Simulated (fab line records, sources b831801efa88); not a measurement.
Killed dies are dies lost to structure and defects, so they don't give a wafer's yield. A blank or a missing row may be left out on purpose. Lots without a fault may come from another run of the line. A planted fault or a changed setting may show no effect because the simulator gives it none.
Which tool did it? | flow gf180mcu | 24 lots, 72 wafers sampled, at 6 steps of a route of 602

WHAT THE GAUGES READ, wafer by wafer
GF_V3_THK_MEAS_03.
lot  | measured     | on            | V3_CVD_02_THK (nm)
L074 | day 22 02:21 | film_metro-03 | 840 840 853
L075 | day 22 02:42 | film_metro-02 | 845 843 855
L076 | day 22 14:27 | film_metro-01 | 859 858 855
L077 | day 22 20:56 | film_metro-03 | 836 827 833
L078 | day 23 01:49 | film_metro-02 | 852 855 861
L079 | day 23 04:01 | film_metro-02 | 859 861 858
L080 | day 23 17:35 | film_metro-03 | 850 858 862
L081 | day 24 00:14 | film_metro-03 | 849 833 857
L082 | day 24 12:43 | film_metro-01 | 838 851 852
L083 | day 25 07:00 | film_metro-02 | 851 843 847
L084 | day 25 08:19 | film_metro-01 | 842 848 864
L085 | day 25 12:37 | film_metro-03 | 849 861 872
L086 | day 25 21:23 | film_metro-03 | 850 854 864
L087 | day 26 06:20 | film_metro-02 | 833 854 852
L088 | day 26 12:08 | film_metro-02 | 835 847 854
L089 | day 26 14:23 | film_metro-03 | 832 849 854
L090 | day 26 20:16 | film_metro-03 | 839 847 859
L091 | day 27 06:26 | film_metro-03 | 845 848 847
L092 | day 27 10:09 | film_metro-03 | 850 854 866
L093 | day 28 01:04 | film_metro-03 | 845 855 856
L094 | day 28 04:17 | film_metro-03 | 843 833 844
L095 | day 28 11:41 | film_metro-03 | 843 847 862
L096 | day 28 17:42 | film_metro-01 | 836 834 847
L097 | day 28 22:26 | film_metro-02 | 846 838 849

GF_M5_OVL_MEAS_08.
lot  | measured     | on         | M5_OVL (nm)
L074 | day 26 20:40 | overlay-02 | 8 14 9
L075 | day 26 21:37 | overlay-01 | 4 5 6
L076 | day 27 08:32 | overlay-01 | -3 5 2
L077 | day 27 13:17 | overlay-02 | 1 9 7
L078 | day 27 17:29 | overlay-01 | -5 -4 0
L079 | day 27 20:34 | overlay-02 | 0 0 1
L080 | day 28 08:56 | overlay-01 | 6 0 1
L081 | day 28 14:38 | overlay-01 | 6 1 3
L082 | day 29 01:24 | overlay-01 | -5 -4 -11
L083 | day 29 16:13 | overlay-01 | -2 11 0
L084 | day 29 19:52 | overlay-02 | 2 2 13
L085 | day 29 22:56 | overlay-02 | 1 1 -1
L086 | day 30 05:34 | overlay-01 | 0 2 -4
L087 | day 30 15:38 | overlay-01 | 3 2 -4
L088 | day 30 19:52 | overlay-02 | 6 -3 -7
L089 | day 30 21:58 | overlay-01 | 3 6 0
L090 | day 31 04:14 | overlay-02 | 3 3 -4
L091 | day 31 12:34 | overlay-01 | 2 3 3
L092 | day 31 15:50 | overlay-01 | 0 3 6
L093 | day 32 02:59 | overlay-01 | 5 1 -2
L094 | day 32 06:17 | overlay-01 | 10 1 2
L095 | day 32 13:13 | overlay-01 | 3 -2 -1
L096 | day 32 18:05 | overlay-01 | 1 2 7
L097 | day 32 21:40 | overlay-01 | 1 -2 -2

GF_TOP_METAL_THK_MEAS_06: measures by xrf.
lot  | measured     | on            | TOP_METAL_ALCU_THK (nm)
L074 | day 27 20:17 | film_metro-03 | 907 914 903
L075 | day 27 21:09 | film_metro-03 | 895 883 901
L076 | day 28 08:04 | film_metro-03 | 906 897 916
L077 | day 28 13:02 | film_metro-03 | 894 889 902
L078 | day 28 17:37 | film_metro-01 | 895 890 898
L079 | day 28 20:02 | film_metro-01 | 916 908 907
L080 | day 29 07:41 | film_metro-03 | 922 909 917
L081 | day 29 13:56 | film_metro-04 | 885 882 890
L082 | day 30 00:05 | film_metro-04 | 885 891 897
L083 | day 30 13:35 | film_metro-04 | 898 897 889
L084 | day 30 17:32 | film_metro-04 | 908 898 909
L085 | day 30 20:58 | film_metro-04 | 898 897 899
L086 | day 31 03:11 | film_metro-03 | 896 895 892
L087 | day 31 13:04 | film_metro-04 | 898 896 900
L088 | day 31 16:36 | film_metro-03 | 883 880 886
L089 | day 31 18:35 | film_metro-01 | 898 889 880
L090 | day 32 01:00 | film_metro-03 | 908 900 903
L091 | day 32 09:05 | film_metro-04 | 900 895 897
L092 | day 32 12:23 | film_metro-04 | 895 902 895
L093 | day 32 22:37 | film_metro-03 | 907 898 909
L094 | day 33 01:35 | film_metro-04 | 885 890 893
L095 | day 33 08:23 | film_metro-03 | 902 894 895
L096 | day 33 13:32 | film_metro-03 | 884 881 894
L097 | day 33 16:13 | film_metro-04 | 893 910 901

WHICH TOOL RAN EACH LOT (tool, then ch and the chambers of the sampled wafers, then the start)
lot  | GF_V3_CMP_26                  | GF_V4_CVD_23                  | GF_TOP_METAL_SPUTTER_02
L074 | cmp-01 ch 1,3, day 23 02:48   | cvd_w-02 ch 0,1, day 25 01:48 | pvd_sputter-03, day 27 20:03
L075 | cmp-02 ch 0,2,3, day 23 03:02 | cvd_w-02 ch 0,1, day 25 02:25 | pvd_sputter-04, day 27 20:56
L076 | cmp-01 ch 0,1,3, day 23 15:22 | cvd_w-02 ch 0,1, day 25 13:47 | pvd_sputter-01, day 28 07:51
L077 | cmp-02 ch 0,1,2, day 23 21:02 | cvd_w-02 ch 0, day 25 19:14   | pvd_sputter-03, day 28 12:49
L078 | cmp-02 ch 2,3, day 24 01:53   | cvd_w-01 ch 0,1, day 25 23:34 | pvd_sputter-01, day 28 17:25
L079 | cmp-02 ch 0,1,2, day 24 04:35 | cvd_w-01 ch 1, day 26 02:16   | pvd_sputter-01, day 28 19:49
L080 | cmp-01 ch 1,2, day 24 17:05   | cvd_w-01 ch 0,1, day 26 15:18 | pvd_sputter-01, day 29 07:29
L081 | cmp-01 ch 0,2,3, day 24 23:39 | cvd_w-01 ch 0,1, day 26 20:32 | pvd_sputter-03, day 29 13:43
L082 | cmp-01 ch 1,2,3, day 25 11:34 | cvd_w-01 ch 0,1, day 27 07:14 | pvd_sputter-04, day 29 23:51
L083 | cmp-02 ch 1,2,3, day 26 05:16 | cvd_w-02 ch 0,1, day 27 23:53 | pvd_sputter-04, day 30 13:22
L084 | cmp-02 ch 1,2,3, day 26 06:52 | cvd_w-01 ch 0,1, day 28 02:58 | pvd_sputter-01, day 30 17:19
L085 | cmp-02 ch 0,2, day 26 10:53   | cvd_w-01 ch 0,1, day 28 06:02 | pvd_sputter-03, day 30 20:45
L086 | cmp-01 ch 0,2, day 26 19:17   | cvd_w-02 ch 0,1, day 28 13:55 | pvd_sputter-03, day 31 02:58
L087 | cmp-01 ch 0,1,2, day 27 04:23 | cvd_w-01 ch 0,1, day 28 23:43 | pvd_sputter-01, day 31 12:51
L088 | cmp-02 ch 1,2,3, day 27 10:41 | cvd_w-02 ch 0,1, day 29 05:28 | pvd_sputter-03, day 31 16:22
L089 | cmp-02 ch 0,1,2, day 27 12:28 | cvd_w-01 ch 0, day 29 07:29   | pvd_sputter-04, day 31 18:22
L090 | cmp-02 ch 1,2,3, day 27 18:16 | cvd_w-01 ch 0,1, day 29 13:22 | pvd_sputter-04, day 32 00:47
L091 | cmp-02 ch 0,1,3, day 28 04:13 | cvd_w-01 ch 0,1, day 29 22:33 | pvd_sputter-04, day 32 08:52
L092 | cmp-01 ch 0,2,3, day 28 08:16 | cvd_w-01 ch 0,1, day 30 02:07 | pvd_sputter-01, day 32 12:10
L093 | cmp-02 ch 0,1,3, day 28 22:09 | cvd_w-01 ch 0,1, day 30 14:49 | pvd_sputter-03, day 32 22:23
L094 | cmp-02 ch 1,2,3, day 29 01:49 | cvd_w-02 ch 0,1, day 30 17:38 | pvd_sputter-01, day 33 01:23
L095 | cmp-02 ch 0,1,2, day 29 08:49 | cvd_w-01 ch 0,1, day 31 00:56 | pvd_sputter-01, day 33 08:11
L096 | cmp-01 ch 0,1,2, day 29 15:08 | cvd_w-01 ch 0,1, day 31 06:36 | pvd_sputter-04, day 33 13:19
L097 | cmp-01 ch 1,2,3, day 29 19:13 | cvd_w-02 ch 0,1, day 31 10:04 | pvd_sputter-04, day 33 16:01
- GF_V3_CMP_26: polishes, stops on SiO2, t overpolish 15 s, target thk 0 nm.
- GF_V4_CVD_23: deposits W, target thk 350 nm, time 104.9 s.
- GF_TOP_METAL_SPUTTER_02: material AlCu, target thk 900 nm, time 47.82 s.

WHAT THE TOOLS THEMSELVES READ (means of the sampled wafers that have a number; where no wafer has one, the mark that the record gives instead)
GF_V3_CMP_26.
lot  | tool   | motor_current_A (A) | overpolish_run_s (s) | slurry_filter_dp_kPa (kPa) | time_to_endpoint_s (s)
L074 | cmp-01 | 9.9                 | 14.992               | 13.50                      | 83.8
L075 | cmp-02 | 10.8                | 14.999               | 13.56                      | 83.7
L076 | cmp-01 | 9.9                 | 15.011               | 13.50                      | 80.7
L077 | cmp-02 | 10.7                | 15.009               | 13.49                      | 83.1
L078 | cmp-02 | 10.8                | 15.006               | 13.51                      | 83.5
L079 | cmp-02 | 10.6                | 14.998               | 13.38                      | 77.6
L080 | cmp-01 | 10.4                | 15.000               | 13.42                      | 84.7
L081 | cmp-01 | 10.0                | 15.009               | 13.62                      | 84.4
L082 | cmp-01 | 10.1                | 15.000               | 13.60                      | 84.8
L083 | cmp-02 | 10.3                | 14.998               | 13.49                      | 81.4
L084 | cmp-02 | 10.8                | 15.009               | 13.52                      | 82.3
L085 | cmp-02 | 11.2                | 14.996               | 13.36                      | 82.7
L086 | cmp-01 | 9.9                 | 15.002               | 13.58                      | 85.0
L087 | cmp-01 | 10.7                | 15.002               | 13.44                      | 83.1
L088 | cmp-02 | 10.7                | 15.007               | 13.51                      | 84.1
L089 | cmp-02 | 10.6                | 14.995               | 13.46                      | 85.1
L090 | cmp-02 | 10.9                | 14.999               | 13.35                      | 85.3
L091 | cmp-02 | 10.8                | 14.997               | 13.56                      | 84.6
L092 | cmp-01 | 10.2                | 15.009               | 13.66                      | 82.6
L093 | cmp-02 | 11.0                | 14.998               | 13.49                      | 82.7
L094 | cmp-02 | 10.5                | 15.011               | 13.56                      | 83.3
L095 | cmp-02 | 10.8                | 14.998               | 13.50                      | 83.0
L096 | cmp-01 | 10.4                | 14.996               | 13.49                      | 81.3
L097 | cmp-01 | 9.8                 | 14.995               | 13.55                      | 83.9

GF_V4_CVD_23.
lot  | tool     | heater_power_w (W)
L074 | cvd_w-02 | 745
L075 | cvd_w-02 | 749
L076 | cvd_w-02 | 762
L077 | cvd_w-02 | 778
L078 | cvd_w-01 | 797
L079 | cvd_w-01 | 740
L080 | cvd_w-01 | 759
L081 | cvd_w-01 | 764
L082 | cvd_w-01 | 809
L083 | cvd_w-02 | 756
L084 | cvd_w-01 | 806
L085 | cvd_w-01 | 784
L086 | cvd_w-02 | 753
L087 | cvd_w-01 | 789
L088 | cvd_w-02 | 748
L089 | cvd_w-01 | 832
L090 | cvd_w-01 | 787
L091 | cvd_w-01 | 807
L092 | cvd_w-01 | 766
L093 | cvd_w-01 | 826
L094 | cvd_w-02 | 788
L095 | cvd_w-01 | 768
L096 | cvd_w-01 | 804
L097 | cvd_w-02 | 761

GF_TOP_METAL_SPUTTER_02.
lot  | tool           | throttle_valve_pct (%)
L074 | pvd_sputter-03 | 30.3
L075 | pvd_sputter-04 | 30.8
L076 | pvd_sputter-01 | 29.6
L077 | pvd_sputter-03 | 31.1
L078 | pvd_sputter-01 | 29.5
L079 | pvd_sputter-01 | 29.5
L080 | pvd_sputter-01 | 29.5
L081 | pvd_sputter-03 | 31.0
L082 | pvd_sputter-04 | 31.1
L083 | pvd_sputter-04 | 31.2
L084 | pvd_sputter-01 | 29.7
L085 | pvd_sputter-03 | 30.9
L086 | pvd_sputter-03 | 31.0
L087 | pvd_sputter-01 | 29.6
L088 | pvd_sputter-03 | 31.0
L089 | pvd_sputter-04 | 30.8
L090 | pvd_sputter-04 | 30.9
L091 | pvd_sputter-04 | 31.2
L092 | pvd_sputter-01 | 29.4
L093 | pvd_sputter-03 | 31.6
L094 | pvd_sputter-01 | 29.8
L095 | pvd_sputter-01 | 29.9
L096 | pvd_sputter-04 | 31.1
L097 | pvd_sputter-04 | 30.9

THE ANSWER, worked out from the rows above alone
Rule: what is usual is taken from the lots themselves. Put in order of their means at a reading, lots are off if they are a third of the lots or fewer, leave a main group of 4 or more, and stand apart from it by a gap of 3 or more times the standard deviation of the main group's means; of several such gaps the widest counts. A main group whose means are all the same, to the digits that the tables above print for the reading, isn't used. A lot without any number at a reading at which 4 lots or more have one is off too. The other lots that the step has rows for count as sound. The gauges are gone through in route order, then the tools' own readings, and for those a lot's mean is taken as printed above. The first step at which some lot is off is used, and at that step the reading that is off furthest; a lot without a number counts as furthest.
No lot is off at any reading shown: from this, nothing can be told.

WHAT THE SIMULATOR HAD PUT IN
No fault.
